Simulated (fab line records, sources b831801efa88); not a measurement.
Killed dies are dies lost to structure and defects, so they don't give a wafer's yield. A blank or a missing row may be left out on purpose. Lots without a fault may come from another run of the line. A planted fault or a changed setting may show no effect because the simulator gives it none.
Problem report in the 8D (eight disciplines) form, filled by code | flow gf180mcu | the parts of the form that need people (team, actions taken, sign-off) are left out

1. THE PROBLEM
cd_nm at GF_M4_CD_MEAS_14 reads a mean of 290.2 nm on 6 wafers of 2 lots; wafers without a fault read 280.2 nm with a standard deviation of 1.1. That is +9.1 standard deviations from the usual mean.
The step: target cd 280 nm.
First seen on wafer L448.3, day 27 01:02, on cd_sem-02. The record holds 39 wafers of 13 lots with a number at this step. Rule for "out", or "out of limits": more than 4 standard deviations from the usual mean. The other wafers with a number count as sound.

2. WHAT IT IS AND WHAT IT IS NOT
question                    | is                     | is not
which readings at this step | cd_nm                  | -
which lots                  | L448, L449             | L437, L439, L441, L445, L446, L450, L455, L456, L457, L458, L459
which wafers of those lots  | all that have a number | -
read on which gauges        | cd_sem-02              | cd_sem-01
when                        | from day 27 01:02      | up to then (15 sound wafers); but 18 sound wafers of L450, L455, L456, L457, L458, L459 came after

3. SUSPECTS, AND WHAT RULES EACH OUT
Counting: a tool at a process step up to the reading stays a suspect if it ran every lot that is out and no sound lot after the first of them.
- the gauge at GF_M4_CD_MEAS_14: ruled out. All the wafers that are out were read on cd_sem-02, but those of them that GF_M4_SOFTBAKE_10 has rows for are out there too, on other tools.
- litho_track-03 at GF_M4_SOFTBAKE_10 (time 60 s): ruled out as a lasting fault. Sound lots L455, L456, L457 ran on it after its first lot that is out, L448 (day 26 14:17).
Left after counting: nothing in the record.

4. THE CAUSE (what the simulator had put in)
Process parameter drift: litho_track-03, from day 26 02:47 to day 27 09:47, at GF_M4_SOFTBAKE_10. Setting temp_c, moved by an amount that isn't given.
Counting ruled it out, wrongly: the rule takes a fault to strike every lot that its tool runs from its start on, and this one did not.

5. THE CHAIN OF EFFECTS, in route order
Each row: a reading whose mean over the struck wafers that have a number lies more than 3 standard deviations from the usual. Only readings for which the record gives a usual standard deviation are gone through. hours: the time from each lot's start at the first step in this table that gives one to its start at this step, as a median over the lots. sigmas: the change in usual standard deviations.
hours | step              | reading              | usual    | on struck wafers | change | sigmas
0     | GF_M4_SOFTBAKE_10 | heater_power_total_W | 93.05 W  | 89.03            | -4.02  | -64
0     | GF_M4_SOFTBAKE_10 | plate_temp_C         | 130.00 C | 125.69           | -4.31  | -29
11    | GF_M4_CD_MEAS_14  | cd_nm                | 280.2 nm | 290.2            | +10.0  | +9.1
The process steps in it:
- GF_M4_SOFTBAKE_10: time 60 s.

6. WHAT WOULD HAVE CAUGHT IT SOONER
In this record the first reading out of limits at a measuring or inspecting step was taken at day 27 01:02, 22 hours after the fault began at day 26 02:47.
The tool's own readings at GF_M4_SOFTBAKE_10 were out on every struck wafer that the step has a row for (heater_power_total_W, plate_temp_C): an alarm limit on them would have fired on the first of those.
